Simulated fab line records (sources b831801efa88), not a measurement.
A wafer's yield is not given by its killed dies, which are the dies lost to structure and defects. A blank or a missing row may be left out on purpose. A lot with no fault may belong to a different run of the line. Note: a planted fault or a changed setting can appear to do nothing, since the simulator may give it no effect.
Which of the tools did it? -- flow gf180mcu -- 12 lots, 36 wafers sampled, at 5 steps of a route of 602

== WHAT THE GAUGES READ, wafer by wafer ==
GF_M3_OVL_MEAS_15. Usual: for M3_OVL the level is -3 nm and the standard deviation is 5.8.
lot,measured,on,M3_OVL (nm),flag
L633,day 21 16:43,overlay-02,-1 -4 -8,
L634,day 22 01:38,overlay-02,-1 0 2,
L637,day 23 06:16,overlay-02,-9 -8 -2,
L639,day 23 22:22,overlay-02,-12 -17 -14,
L641,day 24 20:32,overlay-02,6 2 8,
L643,day 25 11:52,overlay-01,-5 -6 -3,
L647,day 26 11:22,overlay-02,-3 2 -5,
L649,day 27 08:16,overlay-02,-5 2 -7,
L650,day 27 10:47,overlay-02,-2 0 2,
L651,day 27 20:41,overlay-02,1 4 2,
L654,day 28 10:22,overlay-02,-11 -6 -20,
L655,day 29 02:01,overlay-01,-9 -8 -9,

GF_V3_THK_MEAS_01. Usual: for V3_CVD_00_THK the level is 600 nm and the standard deviation is 5.6.
lot,measured,on,V3_CVD_00_THK (nm),flag
L633,day 21 17:29,film metro-02,601 596 595,
L634,day 22 02:25,film metro-01,610 607 603,
L637,day 23 07:04,film metro-01,602 601 601,
L639,day 23 23:10,film metro-04,603 598 596,
L641,day 24 21:19,film metro-04,592 595 601,
L643,day 25 12:38,film metro-01,613 607 617,
L647,day 26 12:22,film metro-01,590 598 599,
L649,day 27 09:04,film metro-04,595 595 597,
L650,day 27 11:34,film metro-01,598 593 601,
L651,day 27 21:32,film metro-04,612 605 610,
L654,day 28 11:16,film metro-01,603 605 606,
L655,day 29 02:47,film metro-04,600 607 603,

GF_V3_THK_MEAS_03. Usual: for V3_CVD_02_THK the level is 849 nm and the standard deviation is 12.
lot,measured,on,V3_CVD_02_THK (nm),flag
L633,day 21 17:37,film metro-04,836 833 846,
L634,day 22 02:32,film metro-04,815 836 853,
L637,day 23 07:12,film metro-01,837 857 853,
L639,day 23 23:18,film metro-01,931 915 935,OFF
L641,day 24 21:27,film metro-01,936 959 946,OFF
L643,day 25 12:46,film metro-04,847 855 873,
L647,day 26 12:30,film metro-04,856 847 868,
L649,day 27 09:12,film metro-02,829 824 831,
L650,day 27 11:41,film metro-04,832 833 843,
L651,day 27 21:40,film metro-01,852 856 865,
L654,day 28 11:24,film metro-04,842 843 860,
L655,day 29 02:55,film metro-02,856 860 856,

== TOOL THAT RAN EACH LOT (tool first, then ch and the chambers of the sampled wafers, then the start) ==
lot,GF_M3_STRIP_17,GF_V3_CVD_02
L633,"plasma asher-02 ch 0,1, day 21 16:53","pecvd-04 ch 0,1,2, day 21 17:33"
L634,"plasma asher-04 ch 0,1, day 22 01:49","pecvd-02 ch 0,1,2, day 22 02:28"
L637,"plasma asher-02 ch 0,1, day 23 06:26","pecvd-02 ch 1,2, day 23 07:08"
L639,"plasma asher-04 ch 0,1, day 23 22:32","pecvd-02 ch 0,1, day 23 23:14"
L641,"plasma asher-03 ch 0,1, day 24 20:43","pecvd-02 ch 0,1,2, day 24 21:23"
L643,"plasma asher-02 ch 0,1, day 25 12:02","pecvd-04 ch 0,1, day 25 12:42"
L647,"plasma asher-04 ch 0,1, day 26 11:40","pecvd-03 ch 0,1,2, day 26 12:26"
L649,"plasma asher-02 ch 0,1, day 27 08:26","pecvd-04 ch 1,2, day 27 09:08"
L650,"plasma asher-03 ch 0, day 27 10:56","pecvd-04 ch 1,2, day 27 11:37"
L651,"plasma asher-03 ch 0,1, day 27 20:52","pecvd-03 ch 0,2, day 27 21:35"
L654,"plasma asher-03 ch 0,1, day 28 10:32","pecvd-03 ch 0,1,2, day 28 11:19"
L655,"plasma asher-02 ch 0,1, day 29 02:11","pecvd-03 ch 0,1,2, day 29 02:51"
- GF_M3_STRIP_17: strips in O2/N2.
- GF_V3_CVD_02: deposits SiO2 from TEOS, target thk 850 nm, time 94.851 s.

== AS READ BY THE TOOLS THEMSELVES (means over the sampled wafers that have a number; for cases with no such wafer, the mark the record gives instead) ==
GF_M3_STRIP_17. Usual: drypump motor current A 5.8 A, standard deviation 0.66; heater power w 338 W, standard deviation 28; oes product au 0.538 a.u., standard deviation 0.0046; strip time to endpoint s 7.39 s, standard deviation 0.038.
lot,tool,drypump motor current A (A),heater power w (W),oes product au (a.u.),strip time to endpoint s (s),flag
L633,plasma asher-02,5.9,332,0.540,7.40,
L634,plasma asher-04,6.1,357,0.533,7.40,
L637,plasma asher-02,6.3,328,0.539,7.44,
L639,plasma asher-04,6.1,367,0.537,7.41,
L641,plasma asher-03,5.0,308,0.534,7.38,
L643,plasma asher-02,6.3,333,0.539,7.37,
L647,plasma asher-04,6.1,344,0.540,7.41,
L649,plasma asher-02,6.3,331,0.540,7.34,
L650,plasma asher-03,5.2,280,0.537,7.37,
L651,plasma asher-03,5.0,306,0.539,7.36,
L654,plasma asher-03,5.0,309,0.543,7.42,
L655,plasma asher-02,5.8,332,0.535,7.36,

GF_V3_CVD_02. Usual: heater power w reads 681 W (standard deviation 97).
lot,tool,heater power w (W),flag
L633,pecvd-04,625,
L634,pecvd-02,667,
L637,pecvd-02,792,
L639,pecvd-02,642,
L641,pecvd-02,710,
L643,pecvd-04,566,
L647,pecvd-03,743,
L649,pecvd-04,699,
L650,pecvd-04,643,
L651,pecvd-03,700,
L654,pecvd-03,698,
L655,pecvd-03,693,

== THE ANSWER, worked out from the rows above alone ==
Rule: take the mean of a lot's wafers that have a number; if it is more than 3 standard deviations from the usual mean, the lot is off. A lot without any number at a reading at which 4 lots or more have one is off too. Any other lot the step has rows for is counted as sound. Order of review: gauges by route order, followed by the tools' own readings, for which a lot's mean as printed above is used. The first step at which some lot is off is used, and at that step the reading that is off furthest; a lot without a number counts as furthest.
Off: L639, L641, seen at GF_V3_THK_MEAS_03 (V3_CVD_02_THK).
If a tool, at a process step before that reading, ran all the lots that are off and no sound lot after the first of them, it fits. The gauges at GF_V3_THK_MEAS_03 are tried like those tools. One fits: pecvd-02 at GF_V3_CVD_02. Its last sound lot is L637 (day 23 07:08), its first lot that is off L639 (day 23 23:14): a fault that began between those two fits.

== WHAT WAS PUT IN BY THE SIMULATOR ==
Drift in process parameters on pecvd-02 at GF_V3_CVD_02, starting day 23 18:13. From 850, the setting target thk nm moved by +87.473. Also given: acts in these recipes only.
Shown lots that were struck: L639, L641. The rule above found the same.
